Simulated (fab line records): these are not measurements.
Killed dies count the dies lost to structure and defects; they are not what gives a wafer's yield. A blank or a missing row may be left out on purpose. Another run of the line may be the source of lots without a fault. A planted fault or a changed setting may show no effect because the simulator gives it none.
Chamber matching :: flow sky130 :: 4 sister chambers for SKY_VIA2_CMP_02 on cmp-02
The step polishes SiO2. 16 wafers are shown with their chamber, then 8 later ones without.

## WAFERS, EACH WITH ITS CHAMBER
wafer: L987.2
chamber: 3
motor current A (A): 10.9

wafer: L987.3
chamber: 2
motor current A (A): 13.2

wafer: L987.6
chamber: 2
motor current A (A): 12.9

wafer: L988.3
chamber: 1
motor current A (A): 10.9

wafer: L988.5
chamber: 3
motor current A (A): 10.0

wafer: L988.6
chamber: 0
motor current A (A): 13.5

wafer: L990.2
chamber: 1
motor current A (A): 10.4

wafer: L990.4
chamber: 2
motor current A (A): 12.9

wafer: L990.6
chamber: 3
motor current A (A): 11.1

wafer: L993.2
chamber: 3
motor current A (A): 10.4

wafer: L993.3
chamber: 2
motor current A (A): 12.2

wafer: L993.4
chamber: 0
motor current A (A): 12.7

wafer: L996.2
chamber: 0
motor current A (A): 13.6

wafer: L996.4
chamber: 3
motor current A (A): 10.6

wafer: L996.6
chamber: 2
motor current A (A): 12.8

wafer: L998.3
chamber: 0
motor current A (A): 12.6

SIGNATURES (means of the wafers above)
reading: motor current A
chamber 0: 13.100
chamber 1: 10.650
chamber 2: 12.800
chamber 3: 10.600
scatter within a chamber: 0.431
Rule: for a wafer and a chamber, the distance is found by dividing, reading by reading, the gap between the wafer's reading and the chamber's mean by the reading's scatter, squaring, summing and taking the root. The wafer belongs to the nearest chamber; if the next one is less than 2 further off, it can't be placed. How the scatter is found: for the shown wafers, subtract from each reading the mean of its chamber, square and add these, divide the total by (wafers less chambers), then take the root.

## WAFERS WITH NO CHAMBER GIVEN
wafer: L998.5
motor current A (A): 13.4

wafer: L998.6
motor current A (A): 10.5

wafer: L104.1
motor current A (A): 10.2

wafer: L104.2
motor current A (A): 10.5

wafer: L104.5
motor current A (A): 10.8

wafer: L107.1
motor current A (A): 13.5

wafer: L107.2
motor current A (A): 12.9

wafer: L107.5
motor current A (A): 10.5

## WHICH CHAMBER EACH WENT THROUGH
wafer: L998.5
from the rows above: can't be placed: 0 or 2
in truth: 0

wafer: L998.6
from the rows above: can't be placed: 3 or 1
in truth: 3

wafer: L104.1
from the rows above: can't be placed: 3 or 1
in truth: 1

wafer: L104.2
from the rows above: can't be placed: 3 or 1
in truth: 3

wafer: L104.5
from the rows above: can't be placed: 1 or 3
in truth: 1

wafer: L107.1
from the rows above: can't be placed: 0 or 2
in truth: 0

wafer: L107.2
from the rows above: can't be placed: 2 or 0
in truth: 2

wafer: L107.5
from the rows above: can't be placed: 3 or 1
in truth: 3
Placed correctly: 0 of 8. From these rows, 8 cannot be placed; in 8 the true chamber is one of the candidates. Wrongly placed: 0.
